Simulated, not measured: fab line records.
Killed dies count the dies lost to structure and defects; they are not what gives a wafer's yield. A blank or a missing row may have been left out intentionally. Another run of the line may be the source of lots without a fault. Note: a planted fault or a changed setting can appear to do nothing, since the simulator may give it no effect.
8D (eight disciplines) problem report, filled in by code ; flow sky130 ; the parts of the form that need people (team, actions taken, sign-off) are left out

1. WHAT IS WRONG
killed_at_M0_to_M3 at SKY_PAD_OPEN_PROBE_99 reads a mean of 75 on 3 wafers of 1 lot; wafers without a fault read 43 with a standard deviation of 6.3. Relative to the usual mean, that is a shift of +5.1 standard deviations.
Seen first at day 49 19:52 on prober-01, wafer L206.2. The record holds 3 wafers of 1 lot with a number at this step. Rule for "out" (also "out of limits"): further than 4 standard deviations from the usual mean. The other wafers with a number count as sound.

2. WHAT IT IS; WHAT IT IS NOT
question;is;is not
which readings at this step;killed_at_M0_to_M3;killed_at_M4_up, killed-at-contacts, killed-at-front-end, killed-at-other, killed-open, killed-short
which lots;L206;-
which wafers of those lots;all that have a number;-
read on which tools;prober-01;-
when;from day 49 19:52;up to then (0 sound wafers)

3. WHAT RULES OUT EACH SUSPECT
Counting: a tool at a process step up to the reading stays a suspect if it ran every lot that is out and no sound lot after the first of them.
- pvd-sputter-02 at SKY_METAL2_SPUTTER_01 (material TiN, target thk 20 nm, time 16.7 s): kept. It ran the lot that is out, L206 (day 39 07:49), and no sound lot after that.
- pvd-sputter-01 at SKY_VIA3_SPUTTER_20 (material TiN, target thk 20 nm, time 80 s): kept. It ran the lot that is out, L206 (day 44 13:01), and no sound lot after that.
- pvd-sputter-02 at SKY_METAL5_SPUTTER_00 (material Ti, target thk 15 nm, time 10 s): kept. It ran the lot that is out, L206 (day 47 08:29), and no sound lot after that.
- prober-01 at SKY_PAD_OPEN_PROBE_99: kept. It ran the lot that is out, L206 (day 49 19:52), and no sound lot after that. Its own killed_at_M0_to_M3 readings are out on those wafers.
Left after counting: pvd-sputter-02 at SKY_METAL2_SPUTTER_01, pvd-sputter-01 at SKY_VIA3_SPUTTER_20, pvd-sputter-02 at SKY_METAL5_SPUTTER_00, prober-01 at SKY_PAD_OPEN_PROBE_99.

4. THE CAUSE (what the simulator had put in)
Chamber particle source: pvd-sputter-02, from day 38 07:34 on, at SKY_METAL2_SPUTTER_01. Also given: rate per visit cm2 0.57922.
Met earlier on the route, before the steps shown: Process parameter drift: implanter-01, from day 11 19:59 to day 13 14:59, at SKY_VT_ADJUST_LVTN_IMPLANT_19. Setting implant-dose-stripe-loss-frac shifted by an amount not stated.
4 suspects survive the count, and this tool is in that group.

5. THE CHAIN OF EFFECTS, in route order
Each row: a reading whose mean over the struck wafers that have a number lies more than 3 standard deviations from the usual. Only readings whose record carries a usual standard deviation are examined. hours: median over the lots of the time between each lot's start at the first step of this table that gives one and its start at this step. sigmas: the change, counted in usual standard deviations.
hours;step;reading;usual;on struck wafers;change;sigmas
0;SKY_PAD_OPEN_PROBE_99;killed_at_M0_to_M3;43;75;+32;+5.1
0;SKY_PAD_OPEN_PROBE_99;killed-dies;85;112;+27;+3.1
Its process steps:
- SKY_PAD_OPEN_PROBE_99

6. WHAT WOULD HAVE CAUGHT IT SOONER
In this record no reading fell out of limits until day 49 19:52, 276 hours after the fault had begun at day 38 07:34.
An alarm limit of 4 standard deviations would not have fired on the tool readings at SKY_METAL2_SPUTTER_01 for which the record gives a usual standard deviation, since none of them was out on any struck wafer.
All the lots that are out (1) had begun SKY_METAL2_SPUTTER_01 on pvd-sputter-02 by day 49 19:52. Holding the tool at that point would not have protected any of them.
